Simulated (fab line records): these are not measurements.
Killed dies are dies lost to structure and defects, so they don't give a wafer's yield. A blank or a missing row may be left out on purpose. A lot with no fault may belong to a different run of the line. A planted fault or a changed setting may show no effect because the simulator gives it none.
Which of the tools did it?    flow sky130    72 wafers from 24 lots sampled at 6 of the route's 708 steps

WHAT THE GAUGES READ, wafer by wafer
The record holds no reading of a measuring or inspecting step that can be judged against a usual standard deviation.

EACH LOT AND THE TOOL THAT RAN IT (in order: tool; ch and the chambers of the sampled wafers; start)
lot   SKY_LI_CONTACT_SPUTTER_19    SKY_LOCAL_INTERCONNECT_ETCH_13    SKY_METAL1_STRIP_20                  SKY_METAL2_STRIP_20                  SKY_VIA2_SPUTTER_20          SKY_VIA3_SPUTTER_20
L074  pvdSputter-03, day 29 12:27  rieMetal-04 ch 0,1, day 30 17:52  plasmaAsher-03 ch 0, day 33 02:51    plasmaAsher-01 ch 0,1, day 35 10:45  pvdSputter-04, day 36 14:20  pvdSputter-02, day 39 22:45
L075  pvdSputter-01, day 29 14:10  rieMetal-04 ch 0,1, day 30 19:28  plasmaAsher-04 ch 0,1, day 33 04:25  plasmaAsher-02 ch 0,1, day 35 12:12  pvdSputter-04, day 36 17:07  pvdSputter-04, day 40 01:49
L076  pvdSputter-03, day 29 17:07  rieMetal-02 ch 0,1, day 30 22:04  plasmaAsher-03 ch 0,1, day 33 07:48  plasmaAsher-02 ch 0,1, day 35 15:04  pvdSputter-04, day 36 19:28  pvdSputter-01, day 40 04:34
L077  pvdSputter-01, day 30 03:58  rieMetal-02 ch 0,1, day 31 09:15  plasmaAsher-03 ch 0,1, day 33 19:25  plasmaAsher-04 ch 0,1, day 36 02:36  pvdSputter-03, day 37 07:09  pvdSputter-02, day 40 13:53
L078  pvdSputter-01, day 30 10:38  rieMetal-01 ch 0,1, day 31 15:26  plasmaAsher-03 ch 0,1, day 34 01:55  plasmaAsher-04 ch 0,1, day 36 10:26  pvdSputter-04, day 37 14:44  pvdSputter-04, day 40 20:46
L079  pvdSputter-03, day 30 21:22  rieMetal-02 ch 0,1, day 32 01:32  plasmaAsher-03 ch 0,1, day 34 09:23  plasmaAsher-02 ch 0,1, day 36 17:11  pvdSputter-01, day 37 21:21  pvdSputter-02, day 41 04:43
L080  pvdSputter-01, day 31 00:59  rieMetal-04 ch 0,1, day 32 05:37  plasmaAsher-04 ch 0,1, day 34 15:06  plasmaAsher-01 ch 0,1, day 36 22:19  pvdSputter-04, day 38 02:32  pvdSputter-01, day 41 08:40
L081  pvdSputter-01, day 31 13:32  rieMetal-02 ch 1, day 32 17:20    plasmaAsher-01 ch 1, day 35 01:20    plasmaAsher-02 ch 0,1, day 37 09:21  pvdSputter-01, day 38 13:09  pvdSputter-01, day 41 17:06
L082  pvdSputter-01, day 31 22:35  rieMetal-04 ch 0, day 33 02:10    plasmaAsher-04 ch 0,1, day 35 09:35  plasmaAsher-02 ch 0,1, day 37 17:15  pvdSputter-03, day 38 20:21  pvdSputter-01, day 42 01:32
L083  pvdSputter-03, day 32 10:44  rieMetal-02 ch 0,1, day 33 15:25  plasmaAsher-01 ch 0,1, day 35 23:23  plasmaAsher-04 ch 0,1, day 38 07:02  pvdSputter-03, day 39 09:11  pvdSputter-02, day 42 13:46
L084  pvdSputter-01, day 32 11:32  rieMetal-01 ch 0,1, day 33 15:44  plasmaAsher-03 ch 0,1, day 35 23:52  plasmaAsher-02 ch 0,1, day 38 07:10  pvdSputter-03, day 39 09:16  pvdSputter-01, day 42 13:51
L085  pvdSputter-03, day 32 21:49  rieMetal-01 ch 0,1, day 34 02:48  plasmaAsher-03 ch 0,1, day 36 10:41  plasmaAsher-04 ch 0,1, day 38 17:22  pvdSputter-01, day 39 20:17  pvdSputter-04, day 43 01:06
L086  pvdSputter-01, day 33 04:56  rieMetal-04 ch 0,1, day 34 07:52  plasmaAsher-03 ch 0,1, day 36 16:15  plasmaAsher-02 ch 0,1, day 38 22:39  pvdSputter-03, day 40 00:55  pvdSputter-04, day 43 02:58
L087  pvdSputter-03, day 34 14:05  rieMetal-02 ch 0,1, day 35 17:25  plasmaAsher-04 ch 0,1, day 38 00:27  plasmaAsher-02 ch 0,1, day 40 05:34  pvdSputter-03, day 41 07:59  pvdSputter-02, day 44 10:16
L088  pvdSputter-02, day 34 14:41  rieMetal-01 ch 0,1, day 35 17:46  plasmaAsher-01 ch 0,1, day 38 01:42  plasmaAsher-04 ch 0,1, day 40 06:43  pvdSputter-01, day 41 09:02  pvdSputter-04, day 44 11:44
L089  pvdSputter-01, day 34 15:02  rieMetal-04 ch 0,1, day 35 17:56  plasmaAsher-03 ch 0,1, day 38 01:48  plasmaAsher-01 ch 0,1, day 40 07:04  pvdSputter-03, day 41 09:28  pvdSputter-01, day 44 11:55
L090  pvdSputter-03, day 34 15:59  rieMetal-02 ch 0,1, day 35 19:14  plasmaAsher-01 ch 0,1, day 38 02:39  plasmaAsher-02 ch 0,1, day 40 07:18  pvdSputter-01, day 41 09:43  pvdSputter-04, day 44 12:50
L091  pvdSputter-02, day 34 17:32  rieMetal-01 ch 0, day 35 20:49    plasmaAsher-04 ch 0,1, day 38 03:21  plasmaAsher-04 ch 1, day 40 07:39    pvdSputter-03, day 41 10:08  pvdSputter-01, day 44 13:11
L092  pvdSputter-03, day 34 19:17  rieMetal-04 ch 0,1, day 35 21:37  plasmaAsher-04 ch 0,1, day 38 05:34  plasmaAsher-02 ch 0,1, day 40 10:25  pvdSputter-01, day 41 13:00  pvdSputter-02, day 44 14:36
L093  pvdSputter-01, day 34 21:23  rieMetal-02 ch 0,1, day 36 00:37  plasmaAsher-01 ch 0,1, day 38 08:42  plasmaAsher-02 ch 0,1, day 40 13:21  pvdSputter-04, day 41 15:34  pvdSputter-04, day 44 17:49
L094  pvdSputter-01, day 35 08:29  rieMetal-02 ch 0,1, day 36 11:22  plasmaAsher-04 ch 0,1, day 38 18:31  plasmaAsher-04 ch 0,1, day 40 22:58  pvdSputter-04, day 42 00:41  pvdSputter-04, day 45 02:13
L095  pvdSputter-03, day 35 21:25  rieMetal-04 ch 0,1, day 37 00:22  plasmaAsher-04 ch 0,1, day 39 06:12  plasmaAsher-01 ch 0,1, day 41 11:07  pvdSputter-04, day 42 13:25  pvdSputter-04, day 45 13:17
L096  pvdSputter-03, day 36 09:26  rieMetal-01 ch 0,1, day 37 12:58  plasmaAsher-01 ch 0,1, day 39 17:21  plasmaAsher-04 ch 0,1, day 41 20:06  pvdSputter-01, day 42 21:34  pvdSputter-04, day 45 21:53
L097  pvdSputter-02, day 36 10:34  rieMetal-02 ch 1, day 37 13:37    plasmaAsher-03 ch 0,1, day 39 18:19  plasmaAsher-04 ch 0, day 41 21:32    pvdSputter-04, day 42 23:31  pvdSputter-01, day 45 21:47
- SKY_LI_CONTACT_SPUTTER_19: material Ti, target thk 20 nm, time 106.37 s.
- SKY_LOCAL_INTERCONNECT_ETCH_13: etches BARC in N2/H2, stops on SiO2, time 45.9 s, target depth 60 nm.
- SKY_METAL1_STRIP_20: strips in O2/N2.
- SKY_METAL2_STRIP_20: strips in O2/N2.
- SKY_VIA2_SPUTTER_20: material TiN, target thk 20 nm, time 80 s.
- SKY_VIA3_SPUTTER_20: material TiN, target thk 20 nm, time 80 s.

WHAT THE TOOLS THEMSELVES READ (means of the sampled wafers that have a number; where no wafer has one, the mark that the record gives instead)
SKY_LI_CONTACT_SPUTTER_19. Usual: 30.1 % for throttleValvePct, sd 0.67.
lot   tool           throttleValvePct (%)  flag
L074  pvdSputter-03  30.4                  
L075  pvdSputter-01  29.7                  
L076  pvdSputter-03  30.3                  
L077  pvdSputter-01  30.0                  
L078  pvdSputter-01  30.3                  
L079  pvdSputter-03  30.3                  
L080  pvdSputter-01  29.8                  
L081  pvdSputter-01  30.1                  
L082  pvdSputter-01  29.8                  
L083  pvdSputter-03  30.4                  
L084  pvdSputter-01  30.2                  
L085  pvdSputter-03  30.4                  
L086  pvdSputter-01  29.7                  
L087  pvdSputter-03  30.4                  
L088  pvdSputter-02  29.4                  
L089  pvdSputter-01  30.2                  
L090  pvdSputter-03  30.4                  
L091  pvdSputter-02  29.3                  
L092  pvdSputter-03  30.3                  
L093  pvdSputter-01  30.1                  
L094  pvdSputter-01  30.2                  
L095  pvdSputter-03  30.5                  
L096  pvdSputter-03  30.3                  
L097  pvdSputter-02  29.0                  

SKY_LOCAL_INTERCONNECT_ETCH_13. Usual: drypumpMotorCurrentA 6.1 A, standard deviation 0.36; h2FlowSccm 199.9 sccm, standard deviation 0.58; oesProductAu 0.855 a.u., standard deviation 0.0047; throttleValvePct 13.226 %, standard deviation 0.009.
lot   tool         drypumpMotorCurrentA (A)  h2FlowSccm (sccm)  oesProductAu (a.u.)  throttleValvePct (%)  flag
L074  rieMetal-04  6.1                       199.8              0.860                13.233                
L075  rieMetal-04  6.3                       200.4              0.857                13.226                
L076  rieMetal-02  6.0                       200.4              0.849                13.219                
L077  rieMetal-02  5.8                       200.0              0.856                13.226                
L078  rieMetal-01  6.3                       200.3              0.859                13.222                
L079  rieMetal-02  6.0                       200.6              0.854                13.221                
L080  rieMetal-04  6.0                       199.2              0.851                13.222                
L081  rieMetal-02  5.6                       199.7              0.855                13.231                
L082  rieMetal-04  5.8                       199.5              0.860                13.224                
L083  rieMetal-02  6.0                       200.1              0.853                13.221                
L084  rieMetal-01  6.3                       200.6              0.857                13.224                
L085  rieMetal-01  6.3                       199.4              0.851                13.227                
L086  rieMetal-04  6.3                       199.7              0.854                13.232                
L087  rieMetal-02  5.7                       199.9              0.852                13.234                
L088  rieMetal-01  6.3                       200.4              0.853                13.231                
L089  rieMetal-04  6.1                       200.3              0.857                13.222                
L090  rieMetal-02  6.0                       199.8              0.855                13.229                
L091  rieMetal-01  6.4                       199.6              0.850                13.227                
L092  rieMetal-04  6.3                       199.4              0.857                13.224                
L093  rieMetal-02  6.0                       200.0              0.855                13.229                
L094  rieMetal-02  6.0                       200.0              0.853                13.222                
L095  rieMetal-04  6.1                       200.0              0.854                13.228                
L096  rieMetal-01  6.3                       199.3              0.855                13.217                
L097  rieMetal-02  5.5                       198.8              0.853                13.228                

SKY_METAL1_STRIP_20. Usual: drypumpMotorCurrentA 5.8 A, standard deviation 0.42; oesProductAu 0.343 a.u., standard deviation 0.0048; stripTimeToEndpointS 2.71 s, standard deviation 0.036.
lot   tool            drypumpMotorCurrentA (A)  oesProductAu (a.u.)  stripTimeToEndpointS (s)  flag
L074  plasmaAsher-03  5.2                       0.341                2.67                      
L075  plasmaAsher-04  5.8                       0.347                2.71                      
L076  plasmaAsher-03  5.6                       0.346                2.70                      
L077  plasmaAsher-03  5.9                       0.342                2.68                      
L078  plasmaAsher-03  5.9                       0.344                2.71                      
L079  plasmaAsher-03  5.6                       0.343                2.70                      
L080  plasmaAsher-04  5.8                       0.342                2.71                      
L081  plasmaAsher-01  5.2                       0.342                2.68                      
L082  plasmaAsher-04  5.8                       0.343                2.66                      
L083  plasmaAsher-01  5.5                       0.342                2.70                      
L084  plasmaAsher-03  5.6                       0.345                2.68                      
L085  plasmaAsher-03  5.6                       0.346                2.80                      
L086  plasmaAsher-03  5.9                       0.342                2.70                      
L087  plasmaAsher-04  5.9                       0.336                2.72                      
L088  plasmaAsher-01  5.6                       0.347                2.74                      
L089  plasmaAsher-03  5.9                       0.349                2.72                      
L090  plasmaAsher-01  5.8                       0.344                2.73                      
L091  plasmaAsher-04  5.8                       0.346                2.69                      
L092  plasmaAsher-04  5.8                       0.341                2.68                      
L093  plasmaAsher-01  5.5                       0.338                2.67                      
L094  plasmaAsher-04  5.8                       0.342                2.73                      
L095  plasmaAsher-04  5.8                       0.336                2.64                      
L096  plasmaAsher-01  5.5                       0.345                2.69                      
L097  plasmaAsher-03  5.6                       0.343                2.72                      

SKY_METAL2_STRIP_20. Usual: drypumpMotorCurrentA 5.8 A, standard deviation 0.5; oesProductAu 0.343 a.u., standard deviation 0.0046; stripTimeToEndpointS 2.69 s, standard deviation 0.035.
lot   tool            drypumpMotorCurrentA (A)  oesProductAu (a.u.)  stripTimeToEndpointS (s)  flag
L074  plasmaAsher-01  5.6                       0.347                2.69                      
L075  plasmaAsher-02  5.5                       0.345                2.65                      
L076  plasmaAsher-02  6.0                       0.343                2.68                      
L077  plasmaAsher-04  5.8                       0.339                2.68                      
L078  plasmaAsher-04  5.8                       0.340                2.70                      
L079  plasmaAsher-02  6.0                       0.345                2.77                      
L080  plasmaAsher-01  5.5                       0.346                2.73                      
L081  plasmaAsher-02  5.5                       0.344                2.76                      
L082  plasmaAsher-02  5.5                       0.344                2.73                      
L083  plasmaAsher-04  5.8                       0.340                2.67                      
L084  plasmaAsher-02  6.0                       0.341                2.67                      
L085  plasmaAsher-04  5.9                       0.344                2.66                      
L086  plasmaAsher-02  5.5                       0.341                2.71                      
L087  plasmaAsher-02  5.5                       0.346                2.70                      
L088  plasmaAsher-04  5.8                       0.340                2.70                      
L089  plasmaAsher-01  5.5                       0.343                2.70                      
L090  plasmaAsher-02  5.9                       0.345                2.70                      
L091  plasmaAsher-04  5.7                       0.344                2.71                      
L092  plasmaAsher-02  5.5                       0.347                2.69                      
L093  plasmaAsher-02  6.0                       0.343                2.70                      
L094  plasmaAsher-04  5.8                       0.340                2.64                      
L095  plasmaAsher-01  5.8                       0.341                2.67                      
L096  plasmaAsher-04  5.8                       0.344                2.66                      
L097  plasmaAsher-04  6.0                       0.341                2.71                      

SKY_VIA2_SPUTTER_20. Usual: 30.1 % for throttleValvePct, sd 0.9.
lot   tool           throttleValvePct (%)  flag
L074  pvdSputter-04  30.6                  
L075  pvdSputter-04  30.4                  
L076  pvdSputter-04  29.5                  
L077  pvdSputter-03  30.2                  
L078  pvdSputter-04  30.2                  
L079  pvdSputter-01  29.9                  
L080  pvdSputter-04  30.0                  
L081  pvdSputter-01  29.8                  
L082  pvdSputter-03  30.4                  
L083  pvdSputter-03  30.3                  
L084  pvdSputter-03  30.5                  
L085  pvdSputter-01  30.2                  
L086  pvdSputter-03  30.5                  
L087  pvdSputter-03  30.2                  
L088  pvdSputter-01  30.0                  
L089  pvdSputter-03  30.4                  
L090  pvdSputter-01  29.8                  
L091  pvdSputter-03  30.3                  
L092  pvdSputter-01  30.4                  
L093  pvdSputter-04  29.6                  
L094  pvdSputter-04  30.1                  
L095  pvdSputter-04  30.7                  
L096  pvdSputter-01  30.3                  
L097  pvdSputter-04  29.1                  

SKY_VIA3_SPUTTER_20. Usual: 29.9 % for throttleValvePct, sd 1.
lot   tool           throttleValvePct (%)  flag
L074  pvdSputter-02  29.5                  
L075  pvdSputter-04  30.5                  
L076  pvdSputter-01  30.1                  
L077  pvdSputter-02  29.1                  
L078  pvdSputter-04  30.5                  
L079  pvdSputter-02  29.6                  
L080  pvdSputter-01  30.6                  
L081  pvdSputter-01  29.8                  
L082  pvdSputter-01  30.0                  
L083  pvdSputter-02  29.0                  
L084  pvdSputter-01  29.7                  
L085  pvdSputter-04  28.2                  
L086  pvdSputter-04  30.3                  
L087  pvdSputter-02  29.1                  
L088  pvdSputter-04  30.4                  
L089  pvdSputter-01  30.2                  
L090  pvdSputter-04  28.8                  
L091  pvdSputter-01  30.7                  
L092  pvdSputter-02  30.1                  
L093  pvdSputter-04  30.1                  
L094  pvdSputter-04  29.3                  
L095  pvdSputter-04  29.3                  
L096  pvdSputter-04  29.6                  
L097  pvdSputter-01  30.3                  

THE ANSWER, worked out from the rows above alone
Rule: a lot is off if the mean of its wafers that have a number lies more than 3 standard deviations from the usual mean. A lot without any number at a reading at which 4 lots or more have one is off too. All remaining lots with rows at the step are treated as sound. The gauges are gone through in route order, then the tools' own readings, and for those a lot's mean is taken as printed above. At the first step where some lot is off, the reading lying furthest off is the one used; lots without a number count as furthest.
No lot is off on any of the readings shown, so nothing can be concluded from this.

WHAT THE SIMULATOR HAD PUT IN
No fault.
